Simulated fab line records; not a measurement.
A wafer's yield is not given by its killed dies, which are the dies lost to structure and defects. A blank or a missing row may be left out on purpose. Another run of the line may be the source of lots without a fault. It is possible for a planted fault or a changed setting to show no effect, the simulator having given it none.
Problem report in the 8D (eight disciplines) form, filled by code -- flow sky130 -- the parts of the form that need people (team, actions taken, sign-off) are left out

== 1. WHAT IS WRONG ==
Across 6 wafers from 2 lots, LDD_N_TW at SKY_LDD_N_TW_MEAS_17 averages 2525, while fault-free wafers read 2602 with a standard deviation of 15. Relative to the usual mean, that is a shift of -5.1 standard deviations.
Seen first at day 21 07:44 on film_metro-01, wafer L277.1. The record has a number at this step for 33 wafers belonging to 11 lots. Rule for "out", or "out of limits": more than 4 standard deviations from the usual mean. All remaining wafers that have a number are taken as sound.

== 2. WHAT IT IS, AND WHAT IT ISN'T ==
question,is,is not
which readings at this step,LDD_N_TW,-
which lots,"L277, L279","L269, L271, L274, L275, L278, L288, L289, L290, L291"
which wafers of those lots,all that have a number,-
read on which gauges,film_metro-01,"film_metro-03, film_metro-04"
when,from day 21 07:44,"up to then (12 sound wafers); but 15 sound wafers of L278, L288, L289, L290, L291 came after"

== 3. SUSPECTS, AND WHAT RULES EACH OUT ==
Counting: a tool stays on the suspect list if, at a process step up to the reading, it processed all lots that are out and no sound lot following the first of them.
- the gauge at SKY_LDD_N_TW_MEAS_17 is ruled out. All the wafers that are out were read on film_metro-01, but those of them that SKY_LDD_N_IMPLANT_09 has rows for are out there too, on other tools.
- implanter-01 at SKY_LDD_N_IMPLANT_09: ruled out as a lasting fault. After its first lot that is out, L277 (day 21 06:35), sound lots L289 ran on it.
Left after counting: nothing in the record.

== 4. THE CAUSE (what the simulator had put in) ==
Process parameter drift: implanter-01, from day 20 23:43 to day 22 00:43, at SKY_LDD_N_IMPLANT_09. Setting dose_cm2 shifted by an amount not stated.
The count ruled it out by mistake, since the rule takes a fault to strike every lot its tool runs from the start of the fault on, and this one did not do so.

== 5. SEQUENCE OF EFFECTS, ordered by route ==
One row per reading whose mean, taken over the struck wafers that have a number, lies over 3 standard deviations from the usual. Only readings whose record carries a usual standard deviation are examined. hours: median over the lots of the time between each lot's start at the first step of this table that gives one and its start at this step. sigmas: the change, counted in usual standard deviations.
hours,step,reading,usual,on struck wafers,change,sigmas
0,SKY_LDD_N_IMPLANT_09,dose_ions_cm2,7.5e+13,3.1e+13,-4.4e+13,-99 or more
0,SKY_LDD_N_IMPLANT_09,faraday_current_uA,422,174,-248,-31
1,SKY_LDD_N_STRIP_16,strip_time_to_endpoint_s,4.315 s,4.200,-0.115,-9.6
1,SKY_LDD_N_TW_MEAS_17,LDD_N_TW,2602,2525,-77,-5.1
The process steps in it:
- SKY_LDD_N_IMPLANT_09
- SKY_LDD_N_STRIP_16: strips in O2/N2.
At these later measuring or inspecting steps, every struck wafer for which the step has a row has a number for every such reading, and none has moved that far: SKY_LOCAL_INTERCONNECT_CD_MEAS_11, SKY_CONTACT_RS_MEAS_25.

== 6. HOW IT WOULD HAVE BEEN CAUGHT EARLIER ==
Counted from the fault's start at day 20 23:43, it took 8 hours until the first out-of-limits reading at a measuring or inspecting step in this record, taken at day 21 07:44.
Tool's own readings at SKY_LDD_N_IMPLANT_09, dose_ions_cm2, faraday_current_uA: out on all struck wafers the step has rows for; an alarm limit on them would have tripped on the first.
